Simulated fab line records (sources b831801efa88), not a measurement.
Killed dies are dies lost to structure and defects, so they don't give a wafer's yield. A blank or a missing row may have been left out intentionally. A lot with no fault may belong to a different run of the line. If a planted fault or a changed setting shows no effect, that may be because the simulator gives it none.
fab line records    flow sky130    part 1 of 2: steps 1 to 31 of 32
record lots=6  wafers=18  last_day=50
route steps=708 shown CONTACT@424 METAL1@434 PAD_OPEN@708
lots that met no fault: taken from a fault-free run of the same line
start_h: the number of hours between the record's first day and the start of the first shown wafer of the lot    wait_h: how many hours have passed since the lot's step before this one    " as in the row above    L1.1+2: a single row standing in for several wafers    - value missing, or start not given    * or withheld: withheld    < > ~ a bound
route shown NAME@n: NAME is a module with steps in the file, n the number in the route of the first one    usual: mean/standard deviation taken from wafers without a fault    same: alike in all rows    chamber/n: place in a boat    sites: each site's reading    _std_site: the values' standard deviation    _edge_site: inner sites' mean taken away from outer sites' mean    radius_mm: how far each site lies from the wafer's centre    mask NAME#n: copy n    behind: the most recent tool/chamber to have shaped the wafer    hold: what put the lot on hold/how long, in hours/how the hold closed    device: names the non-switching transistor (n, p or np)    end of line: the same wafers' tests at the end of the route    where a step has no rows: the recipe by itself    killed: the dies lost at the first sort to structure and to defects; this is not the yield of the wafer    map: a wafer's dies, marking killed ones x, the rest . and places with no die _
set.NAME: setting as actually run; set.NAME@STEP: the setting as run at that earlier step    model.NAME: the simulator's own value behind a step, which no gauge read
a table for each step, a row for each wafer; lots at some steps of the route
services: from which hour (start_h, from the record's first day; less than 0 if before it) a tool's chamber was out of use, for how many hours, and why
## steps
# step SKY_CONTACT_ETCH_18
# recipe target=Si3N4  chemistry=CHF3/O2  stop_on=TiN  source_w=600  bias_w=200  pressure_mtorr=40  chf3_flow_sccm=50  O2_flow_sccm=5  time_s=39  target_depth_a=750
# step SKY_CONTACT_STRIP_19
# recipe chemistry=O2/N2  power_w=1400  pressure_mtorr=1500  platen_temp_c=withheld  o2_flow_sccm=3000  n2_flow_sccm=300  overash_fraction=0.5
# usual drypump_motor_current_A=5.6/0.37  oes_product_au=0.380/0.0053  strip_time_to_endpoint_s=3.62/0.048
lot.wafer  tool             chamber  start_h  wait_h  drypump_motor_current_A  oes_product_au  rf_hours_counter_h  strip_time_to_endpoint_s
L664.1     plasma_asher-01  1        734.89   -       5.5                      0.373           87                  3.54
L664.2     "                0        "        "       6.0                      0.386           87                  3.65
L664.4     "                0        "        "       5.9                      0.387           -                   3.67
L670.1     plasma_asher-01  1        791.44   -       5.5                      0.380           94                  3.62
L670.2     "                0        "        "       6.0                      0.379           94                  3.54
L670.5     "                0        "        "       6.0                      0.374           -                   3.68
L669.1     plasma_asher-04  1        793.20   -       5.2                      0.371           36                  3.67
L669.5     "                0        "        "       6.2                      0.380           -                   3.59
L669.6     "                1        "        "       5.2                      0.377           -                   3.60
L671.1     plasma_asher-01  1        799.19   -       5.5                      0.384           94                  3.66
L671.3     "                1        "        "       5.5                      0.384           -                   3.66
L671.6     "                0        "        "       6.0                      0.378           -                   3.60
L674.3     plasma_asher-04  0        838.05   -       6.2                      0.385           -                   3.60
L674.4     "                1        "        "       5.2                      0.365           -                   3.60
L674.5     "                1        "        "       5.2                      0.386           -                   3.66
L686.2     plasma_asher-04  1        901.87   -       5.2                      0.377           47                  3.58
L686.5     "                0        "        "       6.1                      0.393           -                   3.68
L686.6     "                1        "        "       5.2                      0.377           -                   3.57
# step SKY_CONTACT_STRIP_20
# recipe chemistry=post_etch_residue_remover  time_s=1200  temp_c=72.5
# step SKY_CONTACT_CLEAN_21
# recipe chemistry=IPA  time_s=180  temp_c=25
# step SKY_CONTACT_CLEAN_22
# recipe chemistry=O3/DIW  dry=n2_spin
# step SKY_CONTACT_SPUTTER_23
# recipe material=TiN  target_thk_nm=20  chamber_pressure_pa=5  power_w=4000  time_s=80
# step SKY_CONTACT_CVD_24
# recipe material=W  target_thk_nm=340  time_s=102.12  temp_c=400  pressure_torr=40
# usual heater_power_w=853/57
lot.wafer  tool      chamber  start_h  wait_h  heater_power_w
L664.1     cvd_w-02  1        735.58   0.0     852
L664.2     "         0        "        "       822
L664.4     "         1        "        "       859
L670.1     cvd_w-02  1        792.20   0.0     859
L670.2     "         0        "        "       837
L670.5     "         1        "        "       848
L669.1     cvd_w-02  0        793.95   0.0     834
L669.5     "         1        "        "       854
L669.6     "         0        "        "       844
L671.1     cvd_w-01  0        799.96   0.0     767
L671.3     "         1        "        "       954
L671.6     "         0        "        "       794
L674.3     cvd_w-02  0        838.71   0.1     834
L674.4     "         1        "        "       854
L674.5     "         0        "        "       846
L686.2     cvd_w-01  1        902.52   0.0     934
L686.5     "         0        "        "       805
L686.6     "         1        "        "       929
# step SKY_CONTACT_RS_MEAS_25
# recipe thk_meas_gauge=four-point-probe  reads=W_of_CONTACT_CVD_24+TiN_of_CONTACT_SPUTTER_23
# usual CONTACT_W_RS=0.338/0.0079
lot.wafer  tool           chamber  start_h  wait_h  CONTACT_W_RS[ohm/sq]
L664.1     film_metro-04  -        735.69   0.1     0.327
L664.2     "              -        "        "       0.343
L664.4     "              -        "        "       0.327
L670.1     film_metro-04  -        792.31   0.1     0.326
L670.2     "              -        "        "       0.345
L670.5     "              -        "        "       0.327
L669.1     film_metro-02  -        794.06   0.1     0.342
L669.5     "              -        "        "       0.326
L669.6     "              -        "        "       0.340
L671.1     film_metro-02  -        800.07   0.1     0.343
L671.3     "              -        "        "       0.341
L671.6     "              -        "        "       0.340
L674.3     film_metro-03  -        838.82   0.1     0.343
L674.4     "              -        "        "       0.327
L674.5     "              -        "        "       0.347
L686.2     film_metro-03  -        902.65   0.1     0.340
L686.5     "              -        "        "       0.339
L686.6     "              -        "        "       0.343
# step SKY_CONTACT_THK_MEAS_26
# recipe thk_meas_gauge=xrf  reads=W_of_CONTACT_CVD_24
# usual CONTACT_W_THK=338/8
lot.wafer  tool           chamber  start_h  wait_h  CONTACT_W_THK[nm]
L664.1     film_metro-04  -        735.81   0.1     350
L664.2     "              -        "        "       336
L664.4     "              -        "        "       351
L670.1     film_metro-04  -        792.43   0.1     352
L670.2     "              -        "        "       335
L670.5     "              -        "        "       350
L669.1     film_metro-02  -        794.18   0.1     335
L669.5     "              -        "        "       352
L669.6     "              -        "        "       335
L671.1     film_metro-02  -        800.19   0.1     334
L671.3     "              -        "        "       335
L671.6     "              -        "        "       337
L674.3     film_metro-03  -        838.92   0.1     331
L674.4     "              -        "        "       345
L674.5     "              -        "        "       327
L686.2     film_metro-03  -        902.76   0.1     333
L686.5     "              -        "        "       333
L686.6     "              -        "        "       330
# step SKY_CONTACT_CMP_27
# recipe stop_on=SiO2  t_overpolish_s=15  down_force_psi=3.5  platen_rpm=60  target_thk_nm=0  pad_velocity_m_s=0.94248
# step SKY_METAL1_SPUTTER_00
# recipe material=Ti  target_thk_nm=15  power_w=3000  time_s=10  chamber_pressure_pa=0.4
# step SKY_METAL1_SPUTTER_01
# recipe material=TiN  target_thk_nm=20  power_w=6500  time_s=16.7  chamber_pressure_pa=0.4
# step SKY_METAL1_SPUTTER_02
# recipe material=AlCu  target_thk_nm=250  power_w=10600  time_s=13.3  chamber_pressure_pa=0.4
# usual chamber_pressure_pa=0.3999/0.00082  throttle_valve_pct=30.2/1.1
lot.wafer  tool            chamber  start_h  wait_h  chamber_pressure_pa  throttle_valve_pct  model.AlCu_of_METAL1_SPUTTER_02.thk_nm
L664.1     pvd_sputter-03  -        736.22   0.0     0.3991               29.0                246.6
L664.2     "               -        "        "       0.3989               28.7                246.7
L664.4     "               -        "        "       0.4000               30.9                252.2
L670.1     pvd_sputter-02  -        792.83   0.0     0.4011               30.8                447
L670.2     "               -        "        "       0.4008               31.9                445.1
L670.5     "               -        "        "       0.3994               29.5                448.4
L669.1     pvd_sputter-02  -        794.58   0.0     0.3991               30.8                451.8
L669.5     "               -        "        "       0.3997               31.8                446.5
L669.6     "               -        "        "       0.4000               30.9                448.6
L671.1     pvd_sputter-01  -        800.59   0.0     0.3999               29.0                251.3
L671.3     "               -        "        "       0.4001               29.9                249.2
L671.6     "               -        "        "       0.4004               29.0                251.9
L674.3     pvd_sputter-03  -        839.33   0.0     0.3991               28.2                250.4
L674.4     "               -        "        "       0.3994               31.0                253.9
L674.5     "               -        "        "       0.4007               29.0                251.8
L686.2     pvd_sputter-01  -        903.16   0.0     0.4008               29.8                247.1
L686.5     "               -        "        "       0.4004               28.8                250
L686.6     "               -        "        "       0.3993               29.2                250.1
# step SKY_METAL1_SPUTTER_03
# recipe material=Ti  target_thk_nm=5  power_w=2916  time_s=3.3  chamber_pressure_pa=0.4
# usual chamber_pressure_pa=0.4000/0.00075  throttle_valve_pct=30.2/1.1
lot.wafer  tool            chamber  start_h  wait_h  chamber_pressure_pa  throttle_valve_pct
L664.1     pvd_sputter-03  -        736.24   0.0     0.3995               29.1
L664.2     "               -        "        "       0.3993               28.3
L664.4     "               -        "        "       0.3994               31.1
L670.1     pvd_sputter-02  -        792.86   0.0     0.4012               30.7
L670.2     "               -        "        "       0.4009               31.9
L670.5     "               -        "        "       0.4011               29.6
L669.1     pvd_sputter-02  -        794.61   0.0     0.3998               30.8
L669.5     "               -        "        "       0.4003               31.9
L669.6     "               -        "        "       0.3995               30.8
L671.1     pvd_sputter-01  -        800.62   0.0     0.3998               28.6
L671.3     "               -        "        "       0.3997               29.6
L671.6     "               -        "        "       0.4001               29.0
L674.3     pvd_sputter-03  -        839.36   0.0     0.4001               28.2
L674.4     "               -        "        "       0.4001               30.8
L674.5     "               -        "        "       0.4002               29.1
L686.2     pvd_sputter-01  -        903.18   0.0     0.3998               29.7
L686.5     "               -        "        "       0.4003               29.0
L686.6     "               -        "        "       0.4001               29.4
# step SKY_METAL1_SPUTTER_04
# recipe material=TiN  target_thk_nm=70  power_w=6500  time_s=58.3  chamber_pressure_pa=0.4
# usual chamber_pressure_pa=0.4001/0.00076  throttle_valve_pct=30.2/1.1
lot.wafer  tool            chamber  start_h  wait_h  chamber_pressure_pa  throttle_valve_pct
L664.1     pvd_sputter-03  -        736.26   0.0     0.3995               28.8
L664.2     "               -        "        "       0.4006               28.5
L664.4     "               -        "        "       0.4000               30.9
L670.1     pvd_sputter-02  -        792.88   0.0     0.4008               30.7
L670.2     "               -        "        "       0.3987               32.1
L670.5     "               -        "        "       0.3991               29.3
L669.1     pvd_sputter-02  -        794.63   0.0     0.4003               30.7
L669.5     "               -        "        "       0.4020               32.0
L669.6     "               -        "        "       0.4013               30.9
L671.1     pvd_sputter-01  -        800.64   0.0     0.3998               29.2
L671.3     "               -        "        "       0.4013               29.7
L671.6     "               -        "        "       0.3996               29.0
L674.3     pvd_sputter-03  -        839.38   0.0     0.4013               28.2
L674.4     "               -        "        "       0.4005               30.9
L674.5     "               -        "        "       0.4009               29.0
L686.2     pvd_sputter-01  -        903.20   0.0     0.4010               29.9
L686.5     "               -        "        "       0.3992               28.9
L686.6     "               -        "        "       0.3994               29.0
# step SKY_METAL1_RS_MEAS_05
# recipe thk_meas_gauge=four-point-probe  reads=TiN_of_METAL1_SPUTTER_04+Ti_of_METAL1_SPUTTER_03+AlCu_of_METAL1_SPUTTER_02+TiN_of_METAL1_SPUTTER_01+Ti_of_METAL1_SPUTTER_00
# usual METAL1_ALCU_RS=0.1274/0.0017
lot.wafer  tool           chamber  start_h  wait_h  METAL1_ALCU_RS[ohm/sq]
L664.1     film_metro-04  -        736.31   0.0     0.1287
L664.2     "              -        "        "       0.1287
L664.4     "              -        "        "       0.1260
L670.1     film_metro-04  -        792.92   0.0     0.0701
L670.2     "              -        "        "       0.0705
L670.5     "              -        "        "       0.0699
L669.1     film_metro-02  -        794.68   0.0     0.0693
L669.5     "              -        "        "       0.0702
L669.6     "              -        "        "       0.0699
L671.1     film_metro-04  -        800.69   0.0     0.1260
L671.3     "              -        "        "       0.1271
L671.6     "              -        "        "       0.1259
L674.3     film_metro-04  -        839.46   0.1     0.1265
L674.4     "              -        "        "       0.1251
L674.5     "              -        "        "       0.1260
L686.2     film_metro-04  -        903.27   0.0     0.1284
L686.5     "              -        "        "       0.1272
L686.6     "              -        "        "       0.1273
# step SKY_METAL1_THK_MEAS_06
# recipe thk_meas_gauge=xrf  reads=AlCu_of_METAL1_SPUTTER_02
# usual METAL1_ALCU_THK=248/3.8
lot.wafer  tool           chamber  start_h  wait_h  METAL1_ALCU_THK[nm]
L664.1     film_metro-04  -        736.43   0.1     246
L664.2     "              -        "        "       246
L664.4     "              -        "        "       251
L670.1     film_metro-04  -        793.04   0.1     447
L670.2     "              -        "        "       441
L670.5     "              -        "        "       446
L669.1     film_metro-02  -        794.80   0.1     453
L669.5     "              -        "        "       443
L669.6     "              -        "        "       445
L671.1     film_metro-04  -        800.81   0.1     250
L671.3     "              -        "        "       248
L671.6     "              -        "        "       250
L674.3     film_metro-04  -        839.56   0.1     250
L674.4     "              -        "        "       252
L674.5     "              -        "        "       250
L686.2     film_metro-04  -        903.38   0.1     245
L686.5     "              -        "        "       248
L686.6     "              -        "        "       248
# step SKY_METAL1_DEHYDRATE_07
# recipe temp_c=200  time_s=60
# step SKY_METAL1_HMDS_08
# recipe prime_time_s=60  prime_temp_c=120
# step SKY_METAL1_COAT_09
# recipe resist=BARC  temp_c=withheld  time_s=withheld  spin_rpm=3000  resist_thk_nm=60
# step SKY_METAL1_COAT_10
# recipe resist=KrF-thick  spin_rpm=3000  resist_thk_nm=450
# step SKY_METAL1_SOFTBAKE_11
# recipe temp_c=100  time_s=90  resist=KrF-thick
# step SKY_METAL1_EXPOSE_12
# recipe mask_id=MM1  na=0.8  source_shape=annular  sigma_inner=0.55  sigma_outer=0.85  target_cd_nm=140  dose_mj=28
# step SKY_METAL1_PEB_13
# recipe peb_temp_c=withheld  peb_time_s=withheld  resist=KrF-thick
# step SKY_METAL1_DEVELOP_14
# recipe develop_time_s=60  resist=KrF-thick  dev_temp_c=21
# step SKY_METAL1_CD_MEAS_15
# recipe target_cd_nm=140
# usual cd_nm=140.2/1.6
lot.wafer  tool       chamber  start_h  wait_h  cd_nm
L664.1     cd_sem-02  -        762.92   -       140.3
L664.2     "          -        "        "       140.1
L664.4     "          -        "        "       138.6
L670.1     cd_sem-02  -        819.92   -       138.5
L670.2     "          -        "        "       139.0
L670.5     "          -        "        "       138.6
L669.1     cd_sem-01  -        821.51   -       136.9
L669.5     "          -        "        "       137.8
L669.6     "          -        "        "       137.9
L671.1     cd_sem-01  -        827.16   -       138.5
L671.3     "          -        "        "       137.8
L671.6     "          -        "        "       140.0
L674.3     cd_sem-01  -        865.90   -       140.7
L674.4     "          -        "        "       141.6
L674.5     "          -        "        "       141.9
L686.2     cd_sem-01  -        928.13   -       140.9
L686.5     "          -        "        "       140.9
L686.6     "          -        "        "       141.0
# step SKY_METAL1_OVL_MEAS_16
# usual METAL1_OVL=4/5.3
lot.wafer  tool        chamber  start_h  wait_h  METAL1_OVL[nm]
L664.1     overlay-02  -        763.04   0.1     2
L664.2     "           -        "        "       -4
L664.4     "           -        "        "       5
L670.1     overlay-01  -        820.04   0.1     3
L670.2     "           -        "        "       -7
L670.5     "           -        "        "       -9
L669.1     overlay-02  -        821.63   0.1     1
L669.5     "           -        "        "       3
L669.6     "           -        "        "       9
L671.1     overlay-02  -        827.28   0.1     -3
L671.3     "           -        "        "       -2
L671.6     "           -        "        "       6
L674.3     overlay-02  -        865.99   0.1     -3
L674.4     "           -        "        "       -2
L674.5     "           -        "        "       -3
L686.2     overlay-01  -        928.23   0.1     5
L686.5     "           -        "        "       14
L686.6     "           -        "        "       7
# step SKY_METAL1_DESCUM_17
# recipe chemistry=O2  source_power_w=150  bias_power_w=0  pressure_mtorr=10  temp_c=40  time_s=8
# step SKY_METAL1_ETCH_18
# recipe chemistry=N2/H2  target=BARC  ion_energy_ev=200  bias_w=100  pressure_mtorr=30  n2_flow_sccm=100  h2_flow_sccm=200  icp_w=500  stop_on=SiO2  time_s=45.9  target_depth_a=600
# step SKY_METAL1_METAL_ETCH_19
# recipe target_depth_a=3600  stop_on=SiO2  over_etch_frac=0.3  time_s=78  chemistry=Cl2/BCl3  resist_sidewall_deg=88  pressure_mtorr=10  icp_w=900  bias_w=48.5  Cl2_flow_sccm=60  bcl3_flow_sccm=30
# usual drypump_motor_current_A=5.79/0.22  mfc_cl2_sccm=60.01/0.18  oes_product_au=0.853/0.0061  throttle_valve_pct=22.263/0.0084
# same over_etch_frac=0.3
lot.wafer  tool          chamber  start_h  wait_h  drypump_motor_current_A  mfc_cl2_sccm  oes_product_au  rf_hours_counter_h  throttle_valve_pct
L664.1     rie_metal-04  0        763.17   0.0     5.74                     59.81         0.852           14                  22.259
L664.2     "             1        "        "       5.91                     60.08         0.845           6                   22.273
L664.4     "             0        "        "       5.74                     59.90         0.850           -                   22.256
L670.1     rie_metal-04  0        820.17   0.0     5.74                     60.10         1.004           16                  22.271
L670.2     "             1        "        "       5.89                     60.32         1.031           8                   22.287
L670.5     "             0        "        "       5.75                     59.85         1.001           -                   22.280
L669.1     rie_metal-03  1        821.76   0.0     5.74                     60.12         1.007           7                   22.273
L669.5     "             0        "        "       5.98                     60.00         1.015           -                   22.261
L669.6     "             1        "        "       5.75                     60.13         1.007           -                   22.266
L671.1     rie_metal-01  1        827.41   0.0     5.19                     60.19         0.852           8                   22.264
L671.3     "             0        "        "       5.84                     60.15         0.847           -                   22.267
L671.6     "             1        "        "       5.19                     60.12         0.854           -                   22.250
L674.3     rie_metal-04  1        866.14   0.1     5.93                     59.83         0.865           -                   22.258
L674.4     "             0        "        "       5.74                     59.65         0.860           -                   22.261
L674.5     "             0        "        "       5.75                     59.82         0.859           -                   22.262
L686.2     rie_metal-03  1        928.36   0.0     5.75                     60.07         0.851           12                  22.257
L686.5     "             0        "        "       5.98                     59.92         0.857           -                   22.275
L686.6     "             1        "        "       5.75                     59.91         0.857           -                   22.268
# step SKY_METAL1_STRIP_20
# recipe chemistry=O2/N2  power_w=1400  pressure_mtorr=1500  platen_temp_c=withheld  o2_flow_sccm=3000  n2_flow_sccm=300  overash_fraction=0.5
# usual drypump_motor_current_A=5.6/0.48  oes_product_au=0.341/0.0056  strip_time_to_endpoint_s=2.66/0.059
lot.wafer  tool             chamber  start_h  wait_h  drypump_motor_current_A  oes_product_au  rf_hours_counter_h  strip_time_to_endpoint_s
L664.1     plasma_asher-04  0        763.26   0.1     6.2                      0.343           33                  2.79
L664.2     "                1        "        "       5.2                      0.335           33                  2.59
L664.4     "                0        "        "       6.2                      0.351           -                   2.83
L670.1     plasma_asher-04  0        820.26   0.1     6.1                      0.347           38                  2.69
L670.2     "                1        "        "       5.2                      0.336           38                  2.58
L670.5     "                1        "        "       5.2                      0.343           -                   2.72
L669.1     plasma_asher-02  0        821.85   0.1     5.0                      0.335           73                  2.67
L669.5     "                0        "        "       5.0                      0.349           -                   2.62
L669.6     "                1        "        "       5.5                      0.340           -                   2.66
L671.1     plasma_asher-02  1        827.50   0.1     5.5                      0.338           73                  2.69
L671.3     "                0        "        "       5.0                      0.348           -                   2.64
L671.6     "                1        "        "       5.5                      0.336           -                   2.68
L674.3     plasma_asher-04  1        866.23   0.1     5.2                      0.339           -                   2.59
L674.4     "                0        "        "       6.2                      0.341           -                   2.73
L674.5     "                0        "        "       6.1                      0.347           -                   2.75
L686.2     plasma_asher-02  0        928.45   0.1     5.1                      0.337           84                  2.63
L686.5     "                0        "        "       5.0                      0.336           -                   2.65
L686.6     "                1        "        "       5.5                      0.342           -                   2.62
## key
first_sign step=SKY_METAL1_RS_MEAS_05  reading=METAL1_ALCU_RS  direction=down  sigmas=34  usual=0.1274  struck=0.0700
effect step=SKY_METAL1_THK_MEAS_06  reading=METAL1_ALCU_THK  direction=up  sigmas=52  usual=248  struck=446
effect step=SKY_METAL1_METAL_ETCH_19  reading=oes_product_au  direction=up  sigmas=26  usual=0.853  struck=1.011
effect step=SKY_PAD_OPEN_PROBE_99  reading=sort_bin_5_function  direction=up  sigmas=58  usual=10.1  struck=92.9
model_effect step=SKY_METAL1_SPUTTER_02  value=AlCu_of_METAL1_SPUTTER_02.thk_nm  without=248.8  struck=447.9
more_kills_born_at SKY_METAL1_METAL_ETCH_19@rie_metal-04=1227  SKY_METAL1_METAL_ETCH_19@rie_metal-03=1197
met_at SKY_METAL1_SPUTTER_02
struck_wafers L669.1,L669.5,L669.6,L670.1,L670.2,L670.5
later_rows_left_out L669.1,L669.5,L669.6,L670.1,L670.2,L670.5
also_fits SKY_METAL1_SPUTTER_03:pvd_sputter-02,SKY_METAL1_SPUTTER_04:pvd_sputter-02
fault kind=process_parameter_drift  tool=pvd_sputter-02  chamber=-  onset_h=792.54  steps=SKY_METAL1_SPUTTER_02  channel=target_thk_nm  offset=199.06  shape=step  acts_in=these_recipes_only  stated=250
# later_rows_left_out: the simulator's readings of these wafers behind a module that went badly wrong aren't trusted and aren't shown, but for the sort
